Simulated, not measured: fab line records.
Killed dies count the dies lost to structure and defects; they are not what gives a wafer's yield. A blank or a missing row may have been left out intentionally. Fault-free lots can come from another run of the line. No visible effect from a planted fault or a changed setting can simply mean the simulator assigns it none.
Tool commonality check || flow sky130 || Sampled: 12 lots, 36 wafers

WHY THIS WAS OPENED
4 of 12 lots carry a flag on the reading SD_N_OVL at SKY_SD_N_OVL_MEAS_08. No-fault wafers: -0.8 nm, standard deviation 1.2.
Rule: a lot is flagged in two cases, either no wafer of it has a number, or all its wafers with numbers fall more than 4 standard deviations from that mean. The other lots count as sound.

{"lot": "L566", "measured": "day 28 00:22", "on": "overlay-01", "SD_N_OVL (nm), wafer by wafer": "-2.8 -2.7 0.5", "flag": ""}
{"lot": "L568", "measured": "day 29 10:10", "on": "overlay-02", "SD_N_OVL (nm), wafer by wafer": "-1.5 -1.5 -1.8", "flag": ""}
{"lot": "L570", "measured": "day 30 05:25", "on": "overlay-02", "SD_N_OVL (nm), wafer by wafer": "3.2 1.1 1.7", "flag": ""}
{"lot": "L571", "measured": "day 30 09:05", "on": "overlay-02", "SD_N_OVL (nm), wafer by wafer": "-1.0 -0.1 -1.3", "flag": ""}
{"lot": "L573", "measured": "day 31 07:43", "on": "overlay-02", "SD_N_OVL (nm), wafer by wafer": "-0.6 0.1 -1.3", "flag": ""}
{"lot": "L578", "measured": "day 32 14:14", "on": "overlay-01", "SD_N_OVL (nm), wafer by wafer": "-101.8 -101.1 -101.8", "flag": "FLAGGED"}
{"lot": "L577", "measured": "day 32 14:31", "on": "overlay-02", "SD_N_OVL (nm), wafer by wafer": "-3.1 -2.6 -3.5", "flag": ""}
{"lot": "L579", "measured": "day 32 22:55", "on": "overlay-01", "SD_N_OVL (nm), wafer by wafer": "-100.8 -102.1 -101.8", "flag": "FLAGGED"}
{"lot": "L580", "measured": "day 32 23:31", "on": "overlay-01", "SD_N_OVL (nm), wafer by wafer": "-104.2 -103.8 -102.8", "flag": "FLAGGED"}
{"lot": "L581", "measured": "day 33 07:41", "on": "overlay-01", "SD_N_OVL (nm), wafer by wafer": "-102.2 -103.8 -102.9", "flag": "FLAGGED"}
{"lot": "L586", "measured": "day 35 02:16", "on": "overlay-01", "SD_N_OVL (nm), wafer by wafer": "-0.8 0.5 -0.3", "flag": ""}
{"lot": "L587", "measured": "day 35 07:37", "on": "overlay-01", "SD_N_OVL (nm), wafer by wafer": "0.2 0.5 -0.8", "flag": ""}
Average over the flagged lots: -102.4 nm; offset from the usual -101.6 nm, equal to -85 standard deviations.

WHICH TOOL EACH LOT WENT THROUGH
The record holds 1 process step before the reading, out of a route of 708 steps. Read each cell as the tool, then ch plus the chambers that the sampled wafers visited, then the start.
{"lot": "L566", "flag": "", "SKY_SD_N_EXPOSE_04": "iline_stepper-02 ch 0, day 27 12:26"}
{"lot": "L568", "flag": "", "SKY_SD_N_EXPOSE_04": "iline_stepper-01 ch 0, day 28 20:59"}
{"lot": "L570", "flag": "", "SKY_SD_N_EXPOSE_04": "iline_stepper-02 ch 0, day 29 14:55"}
{"lot": "L571", "flag": "", "SKY_SD_N_EXPOSE_04": "iline_stepper-01 ch 0, day 29 19:50"}
{"lot": "L573", "flag": "", "SKY_SD_N_EXPOSE_04": "iline_stepper-01 ch 0, day 30 17:01"}
{"lot": "L578", "flag": "FLAGGED", "SKY_SD_N_EXPOSE_04": "iline_stepper-01 ch 0, day 32 00:01"}
{"lot": "L577", "flag": "", "SKY_SD_N_EXPOSE_04": "iline_stepper-02 ch 0, day 32 00:27"}
{"lot": "L579", "flag": "FLAGGED", "SKY_SD_N_EXPOSE_04": "iline_stepper-01 ch 0, day 32 10:55"}
{"lot": "L580", "flag": "FLAGGED", "SKY_SD_N_EXPOSE_04": "iline_stepper-01 ch 0, day 32 11:29"}
{"lot": "L581", "flag": "FLAGGED", "SKY_SD_N_EXPOSE_04": "iline_stepper-01 ch 0, day 32 18:22"}
{"lot": "L586", "flag": "", "SKY_SD_N_EXPOSE_04": "iline_stepper-02 ch 0, day 34 13:43"}
{"lot": "L587", "flag": "", "SKY_SD_N_EXPOSE_04": "iline_stepper-02 ch 0, day 34 19:29"}
What these steps do:
- SKY_SD_N_EXPOSE_04: exposes mask NSDM, target cd 380 nm.
- SKY_SD_N_OVL_MEAS_08

FLAGGED AGAINST TOTAL, ONE TOOL AT A TIME (gauges that did the reading follow at the end)
{"step": "SKY_SD_N_EXPOSE_04", "tool": "iline_stepper-01", "lots run": 7, "flagged": 4, "share of the flagged lots": "all", "sound lots run after its first flagged lot": 0}
{"step": "SKY_SD_N_EXPOSE_04", "tool": "iline_stepper-02", "lots run": 5, "flagged": 0, "share of the flagged lots": "none", "sound lots run after its first flagged lot": "-"}
{"step": "SKY_SD_N_OVL_MEAS_08", "tool": "overlay-01", "lots run": 7, "flagged": 4, "share of the flagged lots": "all", "sound lots run after its first flagged lot": "2 (L586,L587)"}
{"step": "SKY_SD_N_OVL_MEAS_08", "tool": "overlay-02", "lots run": 5, "flagged": 0, "share of the flagged lots": "none", "sound lots run after its first flagged lot": "-"}

WHAT THE TABLE ALLOWS
Every flagged lot went through 2 rows of the table: iline_stepper-01 at SKY_SD_N_EXPOSE_04 and overlay-01 at SKY_SD_N_OVL_MEAS_08.
- iline_stepper-01 at SKY_SD_N_EXPOSE_04 ran 7 lots, 4 of them flagged. A fault beginning between L573 (day 30 17:01), its last sound lot, and L578 (day 32 00:01), its first flagged one, fits the data.
- overlay-01 at SKY_SD_N_OVL_MEAS_08 ran 7 lots, 4 of them flagged. Lots that were sound ran on it after the first flagged one (L586, L587); a persistent fault on the entire tool would not allow that.
What remains is a single tool, iline_stepper-01 at SKY_SD_N_EXPOSE_04.

WHAT HAD BEEN PUT IN BY THE SIMULATOR
Scanner matching overlay: iline_stepper-01, from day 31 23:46 on, at SKY_SD_N_EXPOSE_04. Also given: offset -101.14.
Shown lots that were struck: L578, L579, L580, L581. The rule above found the same.
